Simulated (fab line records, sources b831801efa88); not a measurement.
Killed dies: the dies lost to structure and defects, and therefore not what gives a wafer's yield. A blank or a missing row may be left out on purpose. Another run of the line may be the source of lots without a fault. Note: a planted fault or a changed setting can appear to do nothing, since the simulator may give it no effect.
Matching of chambers || flow gf180mcu || GF_STI_CMP_25 on cmp-02: 4 sister chambers
The step polishes, stops on Si3N4, t overpolish 33 s, target thk 524.6 nm. 14 wafers are shown with their chamber, then 7 later ones without.

WAFERS PAIRED WITH THEIR CHAMBERS
{"wafer": "L523.1", "chamber": 0, "motor current A (A)": 10.8, "slurry filter dp kPa (kPa)": 13.51, "slurry flow ml min": 150.9}
{"wafer": "L523.3", "chamber": 3, "motor current A (A)": 11.5, "slurry filter dp kPa (kPa)": 13.46, "slurry flow ml min": 149.6}
{"wafer": "L523.4", "chamber": 1, "motor current A (A)": 11.9, "slurry filter dp kPa (kPa)": 13.60, "slurry flow ml min": 149.7}
{"wafer": "L526.2", "chamber": 1, "motor current A (A)": 11.2, "slurry filter dp kPa (kPa)": 13.56, "slurry flow ml min": 149.7}
{"wafer": "L526.3", "chamber": 3, "motor current A (A)": 11.3, "slurry filter dp kPa (kPa)": 13.61, "slurry flow ml min": 150.0}
{"wafer": "L526.5", "chamber": 0, "motor current A (A)": 10.2, "slurry filter dp kPa (kPa)": 13.45, "slurry flow ml min": 150.6}
{"wafer": "L527.1", "chamber": 1, "motor current A (A)": 11.0, "slurry filter dp kPa (kPa)": 13.45, "slurry flow ml min": 149.8}
{"wafer": "L527.4", "chamber": 3, "motor current A (A)": 11.7, "slurry filter dp kPa (kPa)": 13.71, "slurry flow ml min": 150.5}
{"wafer": "L527.6", "chamber": 3, "motor current A (A)": 11.1, "slurry filter dp kPa (kPa)": 13.52, "slurry flow ml min": 149.7}
{"wafer": "L537.4", "chamber": 2, "motor current A (A)": 10.0, "slurry filter dp kPa (kPa)": 13.80, "slurry flow ml min": 150.6}
{"wafer": "L537.5", "chamber": 3, "motor current A (A)": 11.5, "slurry filter dp kPa (kPa)": 13.29, "slurry flow ml min": 150.1}
{"wafer": "L537.6", "chamber": 0, "motor current A (A)": 11.0, "slurry filter dp kPa (kPa)": 13.39, "slurry flow ml min": 150.0}
{"wafer": "L538.3", "chamber": 1, "motor current A (A)": 11.5, "slurry filter dp kPa (kPa)": 13.39, "slurry flow ml min": 149.6}
{"wafer": "L538.4", "chamber": 0, "motor current A (A)": 10.2, "slurry filter dp kPa (kPa)": 13.35, "slurry flow ml min": 149.6}

SIGNATURES, as means of the wafers listed above
{"reading": "motor current A", "chamber 0": 10.550, "chamber 1": 11.400, "chamber 2": 10.000, "chamber 3": 11.420, "scatter within a chamber": 0.343}
{"reading": "slurry filter dp kPa", "chamber 0": 13.4250, "chamber 1": 13.5000, "chamber 2": 13.8000, "chamber 3": 13.5180, "scatter within a chamber": 0.12}
{"reading": "slurry flow ml min", "chamber 0": 150.275, "chamber 1": 149.700, "chamber 2": 150.600, "chamber 3": 149.980, "scatter within a chamber": 0.394}
Rule: for a wafer and a chamber, the distance is found by dividing, reading by reading, the gap between the wafer's reading and the chamber's mean by the reading's scatter, squaring, summing and taking the root. The wafer belongs to the nearest chamber; if the next one is less than 2 further off, it can't be placed. How the scatter is found: for the shown wafers, subtract from each reading the mean of its chamber, square and add these, divide the total by (wafers less chambers), then take the root.

WAFERS WHOSE CHAMBER IS MISSING
{"wafer": "L538.5", "motor current A (A)": 10.2, "slurry filter dp kPa (kPa)": 13.48, "slurry flow ml min": 150.2}
{"wafer": "L541.1", "motor current A (A)": 11.8, "slurry filter dp kPa (kPa)": 13.53, "slurry flow ml min": 150.6}
{"wafer": "L541.4", "motor current A (A)": 10.1, "slurry filter dp kPa (kPa)": 13.55, "slurry flow ml min": 150.0}
{"wafer": "L541.5", "motor current A (A)": 10.2, "slurry filter dp kPa (kPa)": 13.56, "slurry flow ml min": 149.9}
{"wafer": "L543.1", "motor current A (A)": 10.5, "slurry filter dp kPa (kPa)": 13.69, "slurry flow ml min": 150.5}
{"wafer": "L543.4", "motor current A (A)": 11.6, "slurry filter dp kPa (kPa)": 13.34, "slurry flow ml min": 150.1}
{"wafer": "L543.6", "motor current A (A)": 9.8, "slurry filter dp kPa (kPa)": 13.21, "slurry flow ml min": 150.5}

EACH ONE'S CHAMBER
{"wafer": "L538.5", "from the rows above": "can't be placed: 0 or 2", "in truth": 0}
{"wafer": "L541.1", "from the rows above": "can't be placed: 3 or 1 or 0", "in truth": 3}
{"wafer": "L541.4", "from the rows above": "can't be placed: 0 or 2", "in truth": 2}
{"wafer": "L541.5", "from the rows above": "can't be placed: 0 or 2 or 1 or 3", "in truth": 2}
{"wafer": "L543.1", "from the rows above": "can't be placed: 2 or 0 or 3 or 1", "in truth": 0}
{"wafer": "L543.4", "from the rows above": "can't be placed: 3 or 1 or 0", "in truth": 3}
{"wafer": "L543.6", "from the rows above": 0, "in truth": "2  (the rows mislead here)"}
Correctly placed: 0 of 7. Not placeable from these rows: 6 (in 6, the candidates include the true chamber). Number placed wrongly: 1.
